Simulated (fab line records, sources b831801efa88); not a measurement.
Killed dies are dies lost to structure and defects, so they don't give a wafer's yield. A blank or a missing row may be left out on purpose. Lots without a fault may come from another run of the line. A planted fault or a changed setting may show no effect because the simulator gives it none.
fab line records | flow sky130
record lots=4 wafers=12 last_day=50
route steps=708 shown GATE_OXIDE@192 POLY_GATE@204 RES_PROTECT@206 POLY_CUT@318 PAD_OPEN@708
lots that met no fault: from a run of the same line without faults
start_h: hours from the record's first day to the start of the lot's first wafer shown | wait_h: hours since the lot's step before | " the same as in the row above | L1.1+2: a row that stands for several wafers | - no value, or no start given | * or withheld: withheld | < > ~ a bound
route shown NAME@n: a module of which the file shows steps, and the number in the route of the first | usual: mean/standard deviation of fault-free wafers | same: alike in all rows | chamber/n: place in a boat | sites: the reading at each site | _std_site: their standard deviation | _edge_site: outer sites' mean less inner sites' | radius_mm: how far each site lies from the wafer's centre | mask NAME#n: copy n | behind: the tool/chamber that last shaped the wafer | hold: why the lot was held/for how many hours/how that ended | device: the transistor (n, p or np) that didn't switch | end of line: the same wafers' tests at the end of the route | a step without rows: its recipe alone | killed: dies lost to structure and defects at the first sort, not the wafer's yield | map: a wafer's dies, x killed, . not, _ none there
set.NAME: the setting as run; set.NAME@STEP: as run at that earlier step | model.NAME: the simulator's own value behind a step, which no gauge read
lots at some steps of the route; a table a step, a row a wafer
services: from which hour (start_h, from the record's first day; less than 0 if before it) a tool's chamber was out of use, for how many hours, and why
## steps
# step SKY_GATE_OXIDE_COAT_05
# recipe resist=NOVOLAK spin_rpm=3000 resist_thk_nm=1162
# step SKY_GATE_OXIDE_SOFTBAKE_06
# recipe temp_c=90 time_s=60 resist=NOVOLAK
# step SKY_GATE_OXIDE_EXPOSE_07
# recipe mask_id=LVOM na=0.6 source_shape=conventional sigma_outer=0.6 polarization=unpolarized target_cd_nm=600 dose_mj=170
# step SKY_GATE_OXIDE_PEB_08
# recipe temp_c=withheld time_s=* resist=NOVOLAK
# step SKY_GATE_OXIDE_DEVELOP_09
# recipe resist=NOVOLAK developer=TMAH develop_time_s=60 dev_temp_c=23
# step SKY_GATE_OXIDE_IMPLANT_11
# recipe species=B energy_kev=10 dose_cm2=2.6e+12 tilt_deg=withheld
# step SKY_GATE_OXIDE_WET_ETCH_12
# recipe chemistry=dHF target_depth_nm=16.8 dry=n2_spin target=SiO2 dilution=100:1 temp_c=25 time_s=336
# step SKY_GATE_OXIDE_STRIP_13
# recipe chemistry=O2/N2 power_w=1400 pressure_mtorr=1500 platen_temp_c=withheld o2_flow_sccm=3000 n2_flow_sccm=300 overash_fraction=0.5
# step SKY_GATE_OXIDE_CLEAN_15
# recipe chemistry=SC1/SC2 mix=1:4:20 temp_c=70 time_s=150 dry=n2_spin
# step SKY_GATE_OXIDE_OXIDATION_16
# recipe temp_c=800 ambient=O2 idle_temp_c=700 ramp_up_c_per_min=10 ramp_down_c_per_min=3 stabilise_s=600 purge_s=300 target_thk_a=35.7 ox_time_s=1915
# step SKY_POLY_GATE_CVD_00
# recipe material=poly-Si target_thk_nm=180 temp_c=620 time_s=720 pressure_mtorr=200
# usual zone_power_lower_pct=9.2/1.7
# columns lot.wafer tool chamber start_h wait_h zone_power_lower_pct model.poly-Si_of_POLY_GATE_CVD_00.thk_nm
L288.1 lpcvd-01 1 402.44 3.3 10.8 244.2
L288.2 " 1 " " 10.9 245.8
L288.5 " 1 " " 10.6 246.9
L289.1 lpcvd-01 1 415.46 0.0 10.5 243.3
L289.2 " 1 " " 10.7 244.4
L289.4 " 1 " " 10.7 245.1
L297.1 lpcvd-01 1 482.86 0.0 10.9 178.7
L297.2 " 1 " " 10.7 178.4
L297.3 " 1 " " 10.8 179.3
L298.1 lpcvd-01 0 488.02 0.0 7.4 178.6
L298.2 " 0 " " 7.3 179.2
L298.4 " 0 " " 7.3 179
# step SKY_POLY_GATE_THK_MEAS_01
# recipe reads=poly-Si_of_POLY_GATE_CVD_00
# usual POLY_GATE_CVD_00_THK=179.9/1.6
# columns lot.wafer tool chamber start_h wait_h POLY_GATE_CVD_00_THK[nm]
L288.1 film_metro-03 - 403.64 0.0 244.4
L288.2 " - " " 245.7
L288.5 " - " " 246.8
L289.1 film_metro-02 - 416.66 0.0 243.4
L289.2 " - " " 244.4
L289.4 " - " " 245.2
L297.1 film_metro-02 - 484.06 0.0 178.7
L297.2 " - " " 178.3
L297.3 " - " " 179.3
L298.1 film_metro-02 - 489.22 0.0 178.8
L298.2 " - " " 179.1
L298.4 " - " " 178.9
# step SKY_RES_PROTECT_DEHYDRATE_00
# recipe temp_c=200 time_s=60
# step SKY_RES_PROTECT_HMDS_01
# recipe prime_time_s=60 prime_temp_c=120
# step SKY_RES_PROTECT_COAT_02
# recipe resist=NOVOLAK spin_rpm=3000 resist_thk_nm=1140
# step SKY_RES_PROTECT_SOFTBAKE_03
# recipe temp_c=90 time_s=60 resist=NOVOLAK
# step SKY_RES_PROTECT_EXPOSE_04
# recipe mask_id=RPM na=0.6 source_shape=conventional sigma_outer=0.6 polarization=unpolarized target_cd_nm=1270 dose_mj=131
# step SKY_RES_PROTECT_PEB_05
# recipe temp_c=withheld time_s=* resist=NOVOLAK
# step SKY_RES_PROTECT_DEVELOP_06
# recipe resist=NOVOLAK developer=TMAH develop_time_s=60 dev_temp_c=23
# step SKY_POLY_GATE_IMPLANT_02
# recipe species=P energy_kev=30 dose_cm2=7.557e+15 tilt_deg=0
# step SKY_RES_PROTECT_STRIP_07
# recipe chemistry=O2/N2 power_w=1400 pressure_mtorr=1500 platen_temp_c=withheld o2_flow_sccm=3000 n2_flow_sccm=300 overash_fraction=0.5
# step SKY_RES_PROTECT_CLEAN_09
# recipe chemistry=SC1/SC2 mix=1:4:20 temp_c=70 time_s=150 dry=n2_spin
# step SKY_POLY_GATE_CVD_03
# recipe material=Si3N4 precursor=DCS/NH3 target_thk_nm=75 temp_c=770 time_s=1290 pressure_mtorr=250
# step SKY_POLY_GATE_DEHYDRATE_05
# recipe temp_c=200 time_s=60
# step SKY_POLY_GATE_HMDS_06
# recipe prime_time_s=60 prime_temp_c=120
# step SKY_POLY_GATE_COAT_07
# recipe resist=BARC temp_c=withheld time_s=withheld spin_rpm=3000 resist_thk_nm=110
# step SKY_POLY_GATE_COAT_08
# recipe resist=KrF-thick spin_rpm=3000 resist_thk_nm=450
# step SKY_POLY_GATE_SOFTBAKE_09
# recipe temp_c=100 time_s=90 resist=KrF-thick
# step SKY_POLY_GATE_EXPOSE_10
# recipe mask_id=P1M na=0.68 source_shape=conventional sigma_outer=0.6 target_cd_nm=150 dose_mj=28
# step SKY_POLY_GATE_PEB_11
# recipe peb_temp_c=withheld peb_time_s=withheld resist=KrF-thick
# step SKY_POLY_GATE_DEVELOP_12
# recipe develop_time_s=60 resist=KrF-thick dev_temp_c=21
# step SKY_POLY_GATE_ETCH_15
# recipe chemistry=N2/H2 target=BARC ion_energy_ev=200 source_w=500 bias_w=100 pressure_mtorr=30 n2_flow_sccm=100 h2_flow_sccm=200 stop_on=SiO2 time_s=118.5 target_depth_a=1100
# step SKY_POLY_GATE_ETCH_16
# recipe stop_on=poly-Si chemistry=CH3F/O2 target=Si3N4 source_w=392.4 bias_w=80 pressure_mtorr=25 ch3f_flow_sccm=40 O2_flow_sccm=30 time_s=147.5 target_depth_a=750
# step SKY_POLY_GATE_ETCH_17
# recipe target_depth_nm=180 stop_on=SiO2 over_etch_frac=0.56667 chemistry=HBr/Cl2 target=poly-Si icp_w=400 bias_w=100 pressure_mtorr=10 HBr_flow_sccm=150 Cl2_flow_sccm=50 time_s=70.5
# usual bias_w=100.0/0.31 chamber_pressure_mTorr=9.998/0.0094 drypump_motor_current_A=5.6/0.41 he_backside_leak_sccm=2.76/0.25 oes_product_au=0.986/0.0068 rf_fwd_power_W=396.5/1.6 throttle_valve_pct=33.684/0.0094
# columns lot.wafer tool chamber start_h wait_h bias_w chamber_pressure_mTorr drypump_motor_current_A he_backside_leak_sccm oes_product_au rf_fwd_power_W rf_hours_counter_h throttle_valve_pct model.POLY_GATE.feature_depth_nm model.etch.depth_nm
L288.1 rie_si-02 3 466.97 0.0 100.7 10.003 5.6 2.71 0.986 395.7 61 33.689 177.7 177.7
L288.2 " 1 " " 100.1 10.001 5.3 2.95 0.999 396.4 1 33.693 179.1 179.1
L288.5 " 3 " " 100.7 10.001 5.5 2.80 0.998 397.7 - 33.667 178.3 178.3
L289.1 rie_si-01 2 479.75 0.0 100.2 10.008 6.4 2.68 0.990 399.5 3 33.679 177.9 177.9
L289.2 " 3 " " 100.0 9.980 5.3 2.72 1.013 397.7 11 33.682 182.8 182.8
L289.4 " 0 " " 99.7 10.002 6.2 2.54 1.004 396.2 46 33.680 182.7 182.7
L297.1 rie_si-01 3 545.35 0.0 100.2 9.989 5.3 2.72 0.988 394.3 12 33.682 178.1 178.1
L297.2 " 2 " " 100.4 10.001 6.3 2.96 0.973 395.8 3 33.673 176.9 176.9
L297.3 " 1 " " 99.9 9.997 5.6 2.64 0.985 395.8 13 33.693 178.7 178.7
L298.1 rie_si-02 2 550.30 0.0 100.0 9.995 5.2 2.65 0.979 395.6 0 33.693 178 178
L298.2 " 3 " " 99.7 10.015 5.5 2.61 0.985 394.7 0 33.676 178.5 178.5
L298.4 " 0 " " 99.5 10.006 5.2 2.56 0.975 395.6 0 33.679 176.6 176.6
# step SKY_POLY_GATE_STRIP_18
# recipe chemistry=O2/N2 power_w=1400 pressure_mtorr=1500 platen_temp_c=withheld o2_flow_sccm=3000 n2_flow_sccm=300 overash_fraction=0.5
# step SKY_POLY_GATE_CLEAN_19
# recipe chemistry=SC1/SC2 mix=1:4:20 temp_c=70 time_s=150 dry=n2_spin
# step SKY_POLY_CUT_ETCH_11
# recipe target=Si3N4 chemistry=CF4/CH2F2/Ar stop_on=poly-Si source_w=600 bias_w=150 pressure_mtorr=40 cf4_flow_sccm=40 ch2f2_flow_sccm=20 Ar_flow_sccm=150 time_s=43.17 target_depth_a=600
# usual chamber_pressure_mTorr=40.00/0.036 drypump_motor_current_A=5.7/0.54 oes_product_au=0.828/0.0065 throttle_valve_pct=14.995/0.011
# columns lot.wafer tool chamber start_h wait_h chamber_pressure_mTorr drypump_motor_current_A oes_product_au rf_hours_counter_h throttle_valve_pct model.poly-Si_of_POLY_GATE_CVD_00.thk_nm
L288.1 rie_diel-04 1 654.50 0.0 39.98 6.3 0.826 10 14.993 243.3
L288.2 " 2 " " 39.98 6.4 0.825 11 14.997 245
L288.5 " 2 " " 40.02 6.4 0.829 - 14.992 246
L289.1 rie_diel-02 1 662.64 0.0 40.01 5.2 0.829 10 14.994 242.5
L289.2 " 2 " " 39.97 6.0 0.817 12 14.996 243.5
L289.4 " 3 " " 39.98 5.5 0.823 21 14.995 244.3
L297.1 rie_diel-01 2 724.98 0.0 40.01 5.1 0.830 6 14.999 177.8
L297.2 " 1 " " 40.02 4.9 0.835 3 14.970 177.6
L297.3 " 0 " " 40.04 5.8 0.829 2 15.007 178.4
L298.1 rie_diel-02 1 727.08 0.0 40.00 5.2 0.822 11 14.994 177.8
L298.2 " 2 " " 39.98 6.0 0.831 14 14.994 178.3
L298.4 " 3 " " 39.95 5.5 0.836 23 15.007 178.1
# step SKY_PAD_OPEN_PROBE_99
# columns lot.wafer tool chamber start_h wait_h model.etest.res_xhigh_po.line_ohm_um model.etest.res_xhigh_po.rs_ohm_sq model.etest.tip_sonos.rs_ohm_sq model.etest.res_high_po.line_ohm_um model.etest.res_poly.line_ohm_um model.etest.licon_high_po.rc_ohm model.etest.res_high_po.rs_ohm_sq model.etest.licon_poly.rc_ohm
L288.1 prober-01 - 1140.83 0.1 6761 2358 2784 646.6 441 414.6 228.6 171.6
L288.2 prober-01 - 1140.88 0.1 6790 2383 2788 649.2 439.3 434.9 229 175.1
L288.5 prober-01 - 1141.03 0.2 6672 2305 2777 639.7 438.9 428 222.7 171.9
L289.1 prober-02 - 1146.11 0.1 6730 2342 2904 645.6 441.5 437.2 226.3 182
L289.2 prober-02 - 1146.16 0.1 6569 2265 2870 631.6 433.7 403.5 223 175.9
L289.4 prober-02 - 1146.26 0.2 6859 2376 2885 645.7 434.8 429.9 228 176.4
L297.1 prober-02 - 1187.95 0.1 5788 1994 2679 752.6 523.3 339.1 262.8 158.5
L297.2 prober-02 - 1188.00 0.1 5876 2012 2667 763 540.1 356.8 264.1 153.6
L297.3 prober-02 - 1188.05 0.2 5754 1993 2730 731.6 529.1 355.9 258.9 158.4
L298.1 prober-01 - 1188.59 0.1 5776 2022 2757 761.9 531.1 339.9 265.2 156.3
L298.2 prober-01 - 1188.64 0.1 5898 2054 2793 765.2 517.1 341.2 266.4 149.4
L298.4 prober-01 - 1188.74 0.2 5651 1976 2767 747.9 523.5 336.9 259.8 149.3
# killed by level:class
L297.1 CONTACT:geometric_particle:open=11 VIA3:geometric_particle:open=7 METAL1:geometric_particle:short=7 LI_CONTACT:geometric_particle:open=6 CONTACT:geometric_particle:short=6 METAL2:geometric_particle:short=6 VIA2:geometric_particle:open=4 VIA1:geometric_particle:open=4
L297.2 VIA2:geometric_particle:open=9 CONTACT:geometric_particle:open=8 VIA1:geometric_particle:open=8 FIELD_ISO:geometric_particle:open=6 VIA3:geometric_particle:open=6 LI_CONTACT:geometric_particle:open=5 LOCAL_INTERCONNECT:geometric_particle:short=5 METAL2:geometric_particle:short=5
L297.3 CONTACT:geometric_particle:open=12 VIA1:geometric_particle:open=12 METAL1:geometric_particle:short=8 FIELD_ISO:geometric_particle:short=6 VIA3:geometric_particle:open=5 VIA1:geometric_particle:short=5 CONTACT:geometric_particle:short=4 VIA2:geometric_particle:open=4
L298.1 VIA1:geometric_particle:open=11 VIA3:geometric_particle:open=8 FIELD_ISO:geometric_particle:open=7 CONTACT:geometric_particle:open=6 FIELD_ISO:geometric_particle:short=5 POLY_GATE:geometric_particle:open=5 LOCAL_INTERCONNECT:geometric_particle:short=5 METAL2:geometric_particle:short=5
L298.2 VIA1:geometric_particle:open=12 CONTACT:geometric_particle:open=11 LI_CONTACT:geometric_particle:open=8 METAL1:geometric_particle:short=8 VIA1:geometric_particle:short=6 LOCAL_INTERCONNECT:geometric_particle:short=5 VIA2:geometric_particle:short=4 VIA3:geometric_particle:open=4
L298.4 VIA1:geometric_particle:open=14 VIA1:geometric_particle:short=10 LI_CONTACT:geometric_particle:open=8 CONTACT:geometric_particle:open=7 VIA3:geometric_particle:open=6 VIA2:geometric_particle:open=5 METAL1:geometric_particle:open=5 METAL2:geometric_particle:short=5
## services
# columns tool chamber start_h hours kind
rie_si-01 1 383.06 2.3 repair
rie_diel-04 2 391.57 5.6 repair
lpcvd-01 - 396.44 6.0 pm
rie_diel-01 0 429.61 8.4 repair
rie_si-01 0 432.31 8.3 repair
rie_diel-01 2 434.71 4.1 repair
rie_si-01 - 437.97 0.5 repair
rie_si-01 - 447.26 2.8 pm
rie_si-02 0 447.74 5.2 repair
lpcvd-01 - 450.03 2.8 repair
rie_diel-01 0 458.13 10.1 repair
rie_diel-01 3 459.64 2.6 repair
rie_diel-01 1 472.58 9.8 repair
rie_si-01 2 474.63 4.5 repair
rie_diel-02 2 478.41 1.6 repair
rie_si-02 1 512.69 8.1 repair
rie_diel-02 2 562.37 3.8 repair
rie_si-02 1 578.11 4.3 repair
rie_diel-02 2 587.67 14.8 repair
rie_si-01 2 604.12 14.7 repair
rie_si-01 0 616.96 4.5 repair
rie_si-02 - 639.74 2.8 pm
rie_si-01 - 670.72 2.2 repair
rie_diel-02 1 673.18 30.8 repair
## key
first_sign step=SKY_POLY_GATE_THK_MEAS_01 reading=POLY_GATE_CVD_00_THK direction=up sigmas=40 usual=179.9 struck=245.0
effect none on later readings
model_effect step=SKY_POLY_GATE_CVD_00 value=poly-Si_of_POLY_GATE_CVD_00.thk_nm without=179.3 struck=245
model_effect step=SKY_POLY_GATE_ETCH_17 value=POLY_GATE.feature_depth_nm without=178.2 struck=179.7
model_effect step=SKY_POLY_CUT_ETCH_11 value=poly-Si_of_POLY_GATE_CVD_00.thk_nm without=178.5 struck=244.1
model_effect step=SKY_PAD_OPEN_PROBE_99 value=etest.res_xhigh_po.line_ohm_um without=5714 struck=6730
met_at SKY_POLY_GATE_CVD_00
struck_wafers L288.1,L288.2,L288.5,L289.1,L289.2,L289.4
sort_left_out L288.1,L288.2,L288.5,L289.1,L289.2,L289.4
tester_left_out L288,L289
fault kind=process_parameter_drift tool=lpcvd-01 chamber=- onset_h=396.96 steps=SKY_POLY_GATE_CVD_00 channel=target_thk_nm offset=65.606 shape=step end_h=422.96 stated=180
# tester_left_out: of these lots the tester's yield and bins aren't shown, on N5 and GAA mostly nor the transistor test; their killed dies are dies lost to structure and defects alone, not to doping, threshold or leakage, so they don't give the yield
# sort_left_out: the simulated sort isn't trusted on such a fault, so these wafers' sort isn't shown, and their yield isn't known
